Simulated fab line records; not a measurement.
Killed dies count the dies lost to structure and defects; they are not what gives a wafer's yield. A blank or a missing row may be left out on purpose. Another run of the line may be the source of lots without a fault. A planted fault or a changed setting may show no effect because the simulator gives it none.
Which tool did it? + flow sky130 + 15 lots, 45 wafers sampled, at 3 steps of a route of 708

WHAT THE GAUGES READ, wafer by wafer
SKY_SD_N_CD_MEAS_07 targets a cd of 380 nm. Usual: cdNm 380 nm, standard deviation 3.
| lot  | measured     | on       | cdNm (nm)   | flag |
|------|--------------|----------|-------------|------|
| L720 | day 28 06:38 | cdSem-01 | 387 389 387 |      |
| L721 | day 28 16:45 | cdSem-01 | 380 381 380 |      |
| L722 | day 29 06:50 | cdSem-01 | 377 380 376 |      |
| L723 | day 29 07:37 | cdSem-01 | 379 379 379 |      |
| L724 | day 29 18:41 | cdSem-02 | 377 374 372 |      |
| L732 | day 32 16:31 | cdSem-02 | 380 381 381 |      |
| L733 | day 32 20:15 | cdSem-02 | 381 382 380 |      |
| L734 | day 33 03:01 | cdSem-02 | 381 381 380 |      |
| L735 | day 33 12:50 | cdSem-02 | 379 379 379 |      |
| L736 | day 33 21:37 | cdSem-02 | 384 386 383 |      |
| L738 | day 34 04:04 | cdSem-02 | 382 379 379 |      |
| L739 | day 34 11:49 | cdSem-02 | 380 379 378 |      |
| L740 | day 34 21:51 | cdSem-02 | 380 377 377 |      |
| L741 | day 35 04:37 | cdSem-02 | 377 379 378 |      |
| L742 | day 36 02:58 | cdSem-01 | 380 379 379 |      |

SKY_LI_CONTACT_BOW_MEAS_03. Usual: LI_CONTACT_BOW 55 um, standard deviation 6.3.
| lot  | measured     | on           | LI_CONTACT_BOW (um) | flag |
|------|--------------|--------------|---------------------|------|
| L720 | day 28 08:25 | filmMetro-04 | 63 60 60            |      |
| L721 | day 28 18:30 | filmMetro-04 | 55 52 61            |      |
| L722 | day 29 08:31 | filmMetro-01 | 27 32 22            | OFF  |
| L723 | day 29 09:17 | filmMetro-04 | 30 28 32            | OFF  |
| L724 | day 29 20:22 | filmMetro-02 | 22 15 10            | OFF  |
| L732 | day 32 18:11 | filmMetro-01 | 59 51 57            |      |
| L733 | day 32 21:56 | filmMetro-01 | 54 58 48            |      |
| L734 | day 33 04:43 | filmMetro-01 | 39 49 56            |      |
| L735 | day 33 14:34 | filmMetro-04 | 45 62 63            |      |
| L736 | day 33 23:43 | filmMetro-02 | 63 60 47            |      |
| L738 | day 34 05:44 | filmMetro-01 | 49 50 49            |      |
| L739 | day 34 13:30 | filmMetro-02 | 50 56 57            |      |
| L740 | day 34 23:31 | filmMetro-02 | 56 53 56            |      |
| L741 | day 35 06:17 | filmMetro-02 | 62 51 63            |      |
| L742 | day 36 04:42 | filmMetro-02 | 57 54 57            |      |

WHAT TOOL EACH LOT RAN ON (gives the tool, then ch and the chambers of the sampled wafers, and finally the start)
| lot  | SKY_LI_CONTACT_HDPCVD_00         |
|------|----------------------------------|
| L720 | hdpcvd-02 ch 0,2, day 28 07:57   |
| L721 | hdpcvd-01 ch 0,2, day 28 17:58   |
| L722 | hdpcvd-01 ch 1,2, day 29 08:02   |
| L723 | hdpcvd-02 ch 0,1,2, day 29 08:49 |
| L724 | hdpcvd-02 ch 0,1,2, day 29 19:54 |
| L732 | hdpcvd-02 ch 0,1,2, day 32 17:44 |
| L733 | hdpcvd-01 ch 1,2, day 32 21:26   |
| L734 | hdpcvd-02 ch 0,1,2, day 33 04:14 |
| L735 | hdpcvd-01 ch 0,1, day 33 14:07   |
| L736 | hdpcvd-02 ch 1,2, day 33 22:49   |
| L738 | hdpcvd-01 ch 1,2, day 34 05:17   |
| L739 | hdpcvd-02 ch 0,1, day 34 13:01   |
| L740 | hdpcvd-02 ch 0,1,2, day 34 23:01 |
| L741 | hdpcvd-02 ch 0,1,2, day 35 05:48 |
| L742 | hdpcvd-01 ch 0,2, day 36 04:11   |
- SKY_LI_CONTACT_HDPCVD_00: deposits PSG, target thk 930 nm, time 155 s.

WHAT THE TOOLS THEMSELVES READ (means of the sampled wafers that have a number; where no wafer has one, the mark that the record gives instead)
SKY_LI_CONTACT_HDPCVD_00. Usual: pressureMtorr 6.001 mTorr, standard deviation 0.012; runLengthS 182.3 s, standard deviation 0.57.
| lot  | tool      | pressureMtorr (mTorr) | runLengthS (s) | flag |
|------|-----------|-----------------------|----------------|------|
| L720 | hdpcvd-02 | 6.000                 | 182.4          |      |
| L721 | hdpcvd-01 | 6.008                 | 182.1          |      |
| L722 | hdpcvd-01 | -                     | -              | OFF  |
| L723 | hdpcvd-02 | -                     | -              | OFF  |
| L724 | hdpcvd-02 | -                     | -              | OFF  |
| L732 | hdpcvd-02 | 5.995                 | 182.3          |      |
| L733 | hdpcvd-01 | 6.003                 | 182.0          |      |
| L734 | hdpcvd-02 | 5.997                 | 182.8          |      |
| L735 | hdpcvd-01 | 6.000                 | 181.9          |      |
| L736 | hdpcvd-02 | 5.999                 | 182.1          |      |
| L738 | hdpcvd-01 | 5.993                 | 182.7          |      |
| L739 | hdpcvd-02 | 6.002                 | 182.5          |      |
| L740 | hdpcvd-02 | 5.985                 | 182.4          |      |
| L741 | hdpcvd-02 | 6.000                 | 182.2          |      |
| L742 | hdpcvd-01 | 6.013                 | 182.2          |      |

THE ANSWER, worked out from the rows above alone
Rule: a lot is off if the mean of its wafers that have a number lies more than 3 standard deviations from the usual mean. Also off: a lot with no number at a reading for which 4 or more lots have one. Any other lot the step has rows for is counted as sound. First the gauges in route order, then the tools' own readings, where a lot's mean is used as printed above. The first step at which some lot is off is used, and at that step the reading that is off furthest; a lot without a number counts as furthest.
Off: at SKY_LI_CONTACT_BOW_MEAS_03 (LI_CONTACT_BOW), L722, L723, L724.
A tool fits if, at a process step before that reading, it ran every lot that is off, and no sound lot after the first of them. Not tried: the gauges at SKY_LI_CONTACT_BOW_MEAS_03; whatever is off there is also off at SKY_LI_CONTACT_HDPCVD_00, on other tools, and gauge error can't account for it. No candidate that was tried fits.

WHAT HAD BEEN PUT IN BY THE SIMULATOR
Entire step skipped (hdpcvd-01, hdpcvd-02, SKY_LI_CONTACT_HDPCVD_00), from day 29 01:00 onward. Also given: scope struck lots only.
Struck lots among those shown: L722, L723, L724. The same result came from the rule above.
